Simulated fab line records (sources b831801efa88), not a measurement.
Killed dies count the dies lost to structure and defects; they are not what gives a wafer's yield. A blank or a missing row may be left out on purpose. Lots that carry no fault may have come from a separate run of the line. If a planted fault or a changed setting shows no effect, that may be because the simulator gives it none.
Chamber matching :: flow gf180mcu :: GF_V5_CMP_04 on cmp-02: 4 sister chambers
The step polishes SiO2. 14 wafers are shown with their chamber, then 7 later ones without.

== WAFERS PAIRED WITH THEIR CHAMBERS ==
wafer: L867.2
chamber: 1
motorCurrentA (A): 13.1
platenRpm (rpm): 59.95
slurryFlowMlMin: 150.4

wafer: L867.4
chamber: 3
motorCurrentA (A): 11.6
platenRpm (rpm): 59.99
slurryFlowMlMin: 150.4

wafer: L867.5
chamber: 0
motorCurrentA (A): 10.7
platenRpm (rpm): 60.01
slurryFlowMlMin: 149.3

wafer: L868.2
chamber: 2
motorCurrentA (A): 11.0
platenRpm (rpm): 60.01
slurryFlowMlMin: 149.3

wafer: L868.4
chamber: 1
motorCurrentA (A): 12.2
platenRpm (rpm): 59.95
slurryFlowMlMin: 149.8

wafer: L868.5
chamber: 1
motorCurrentA (A): 12.5
platenRpm (rpm): 60.01
slurryFlowMlMin: 150.1

wafer: L870.2
chamber: 3
motorCurrentA (A): 11.2
platenRpm (rpm): 60.01
slurryFlowMlMin: 149.8

wafer: L870.3
chamber: 0
motorCurrentA (A): 10.8
platenRpm (rpm): 60.03
slurryFlowMlMin: 150.6

wafer: L870.6
chamber: 3
motorCurrentA (A): 12.5
platenRpm (rpm): 59.94
slurryFlowMlMin: 149.8

wafer: L874.1
chamber: 3
motorCurrentA (A): 11.6
platenRpm (rpm): 60.01
slurryFlowMlMin: 150.3

wafer: L874.2
chamber: 1
motorCurrentA (A): 12.0
platenRpm (rpm): 59.94
slurryFlowMlMin: 149.5

wafer: L874.6
chamber: 0
motorCurrentA (A): 10.9
platenRpm (rpm): 59.99
slurryFlowMlMin: 149.7

wafer: L883.1
chamber: 1
motorCurrentA (A): 12.1
platenRpm (rpm): 59.99
slurryFlowMlMin: 149.6

wafer: L883.2
chamber: 2
motorCurrentA (A): 11.7
platenRpm (rpm): 59.98
slurryFlowMlMin: 150.0

SIGNATURES, as means of the wafers listed above
reading: motorCurrentA
chamber 0: 10.800
chamber 1: 12.380
chamber 2: 11.350
chamber 3: 11.725
scatter within a chamber: 0.443

reading: platenRpm
chamber 0: 60.0100
chamber 1: 59.9680
chamber 2: 59.9950
chamber 3: 59.9875
scatter within a chamber: 0.0286

reading: slurryFlowMlMin
chamber 0: 149.867
chamber 1: 149.880
chamber 2: 149.650
chamber 3: 150.075
scatter within a chamber: 0.446
Rule: for a wafer and a chamber, the distance is found by dividing, reading by reading, the gap between the wafer's reading and the chamber's mean by the reading's scatter, squaring, summing and taking the root. If the next closest chamber is less than 2 further off than the closest, the wafer can't be placed; otherwise it belongs to the closest. The scatter: the root of (the sum of the squares of (reading less its chamber's mean) over the shown wafers, divided by (wafers less chambers)).

== WAFERS WHOSE CHAMBER IS MISSING ==
wafer: L883.4
motorCurrentA (A): 12.0
platenRpm (rpm): 59.97
slurryFlowMlMin: 150.0

wafer: L885.1
motorCurrentA (A): 10.6
platenRpm (rpm): 60.02
slurryFlowMlMin: 150.5

wafer: L885.3
motorCurrentA (A): 11.4
platenRpm (rpm): 60.01
slurryFlowMlMin: 150.3

wafer: L885.6
motorCurrentA (A): 11.7
platenRpm (rpm): 59.97
slurryFlowMlMin: 150.0

wafer: L886.2
motorCurrentA (A): 11.5
platenRpm (rpm): 59.99
slurryFlowMlMin: 149.5

wafer: L886.5
motorCurrentA (A): 12.5
platenRpm (rpm): 60.06
slurryFlowMlMin: 150.4

wafer: L886.6
motorCurrentA (A): 11.2
platenRpm (rpm): 59.98
slurryFlowMlMin: 149.5

== WHICH CHAMBER EACH ONE RAN IN ==
wafer: L883.4
from the rows above: can't be placed: 3 or 1 or 2
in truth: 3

wafer: L885.1
from the rows above: can't be placed: 0 or 2 or 3
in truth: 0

wafer: L885.3
from the rows above: can't be placed: 3 or 2 or 0 or 1
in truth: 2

wafer: L885.6
from the rows above: can't be placed: 3 or 2 or 1 or 0
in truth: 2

wafer: L886.2
from the rows above: can't be placed: 2 or 3 or 0 or 1
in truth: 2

wafer: L886.5
from the rows above: can't be placed: 3 or 1 or 2 or 0
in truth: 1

wafer: L886.6
from the rows above: can't be placed: 2 or 0 or 3
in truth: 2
Correctly placed: 0 of 7. Unplaceable from these rows: 7, with the true chamber sitting among the candidates in 7. Placed wrongly: 0.
